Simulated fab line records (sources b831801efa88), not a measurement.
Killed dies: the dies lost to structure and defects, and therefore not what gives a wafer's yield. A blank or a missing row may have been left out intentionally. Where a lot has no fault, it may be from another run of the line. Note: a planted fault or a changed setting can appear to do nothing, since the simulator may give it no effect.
The tool behind it: which one? | flow gf180mcu | route of 602 steps, sampled at 1 step: 7 lots, 21 wafers

== WHAT EACH GAUGE READ, for each wafer ==
GF_POLY_GATE_CD_MEAS_18.
lot  | measured     | on        | cd nm (nm)
L904 | day 9 16:40  | cd sem-02 | 280.4 279.7 281.1
L906 | day 10 11:02 | cd sem-02 | 283.5 281.6 281.8
L908 | day 10 20:14 | cd sem-02 | 279.0 278.6 281.0
L911 | day 11 15:56 | cd sem-02 | 279.7 280.0 278.3
L915 | day 12 22:50 | cd sem-02 | 280.1 283.5 280.8
L924 | day 15 13:07 | cd sem-01 | 283.0 280.5 282.4
L926 | day 16 03:37 | cd sem-01 | 281.2 279.7 281.1

== EACH LOT AND THE TOOL THAT RAN IT (in order: tool; ch and the chambers of the sampled wafers; start) ==
There is no process step in the record ahead of these readings.

== THE ANSWER, worked out from the rows above alone ==
Rule: the usual values come from the lots themselves. Put in order of their means at a reading, lots are off if they are a third of the lots or fewer, leave a main group of 4 or more, and stand apart from it by a gap of 3 or more times the standard deviation of the main group's means; of several such gaps the widest counts. Not used: any main group whose means are identical at the precision the tables above print for the reading. Also off: a lot with no number at a reading for which 4 or more lots have one. The other lots that the step has rows for count as sound.
Across all readings shown, no lot is off: no conclusion can be drawn from this.

== WHAT THE SIMULATOR HAD PUT IN ==
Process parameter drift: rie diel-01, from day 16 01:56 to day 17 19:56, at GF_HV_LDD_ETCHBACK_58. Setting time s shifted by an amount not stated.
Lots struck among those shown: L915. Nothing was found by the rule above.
